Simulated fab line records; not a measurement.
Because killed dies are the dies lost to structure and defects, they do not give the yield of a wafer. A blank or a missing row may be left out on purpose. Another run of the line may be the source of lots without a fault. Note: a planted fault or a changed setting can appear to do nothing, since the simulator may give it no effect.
One fault seen from 2 desks | flow gf180mcu | what lay behind the numbers comes last; until then each desk has only its own

## THE METROLOGY DESK
Lot by lot, what the gauges showed, no matter which tool ran the lot: averages of those sampled wafers that carry a number. The brackets show how far a lot's mean lies from the usual mean; more than 4 standard deviations puts the lot out of limits, marked OUT.
Columns: A = TOP_METAL_ALCU_THK at GF_TOP_METAL_THK_MEAS_06, usual 915 nm
lot  | first seen here | A
L116 | day 27 22:10    | 906
L118 | day 28 06:56    | 920
L120 | day 29 02:06    | 903
L123 | day 29 22:38    | 918
L127 | day 31 02:10    | 903
L131 | day 32 05:28    | 922
L132 | day 32 07:33    | 920
L133 | day 32 13:27    | 928
L135 | day 33 01:43    | 919
L136 | day 33 04:06    | 907
L137 | day 33 07:59    | 912
L138 | day 33 13:52    | 913
This desk found nothing out of limits on any of the 12 lots.

## FOR THE TOOL OWNER'S DESK: cmp-01
The tool's own readings at GF_V4_CMP_26 (polishes, stops on SiO2, t overpolish 15 s, target thk 0 nm): means of the sampled wafers that have a number, for each lot that ran on this tool. The brackets show how far a lot's mean lies from the usual mean; more than 4 standard deviations puts the lot out of limits, marked OUT.
Columns: A = motor_current_A at GF_V4_CMP_26, usual 10.1 A; B = overpolish_run_s at GF_V4_CMP_26, usual 15.000 s; C = slurry_flow_ml_min at GF_V4_CMP_26, usual 150.0; D = time_to_endpoint_s at GF_V4_CMP_26, usual 86 s
lot  | first seen here | A   | B      | C     | D
L116 | day 25 02:53    | 9.6 | 15.002 | 149.9 | 89
L120 | day 26 09:46    | 9.4 | 14.994 | 149.8 | 84
L131 | day 29 15:51    | 9.8 | 14.993 | 150.2 | 83
L132 | day 29 21:37    | 9.6 | 15.003 | 150.1 | 85
L136 | day 30 22:25    | 9.8 | 15.006 | 150.3 | 84
L138 | day 31 09:23    | 9.4 | 14.999 | 149.6 | 84
This desk found nothing out of limits on any of the 6 lots.

## ALL TOGETHER
Metrology desk: nothing out of limits seen.
The tool owner's desk saw nothing out of limits.

## WHAT WAS PUT IN BY THE SIMULATOR
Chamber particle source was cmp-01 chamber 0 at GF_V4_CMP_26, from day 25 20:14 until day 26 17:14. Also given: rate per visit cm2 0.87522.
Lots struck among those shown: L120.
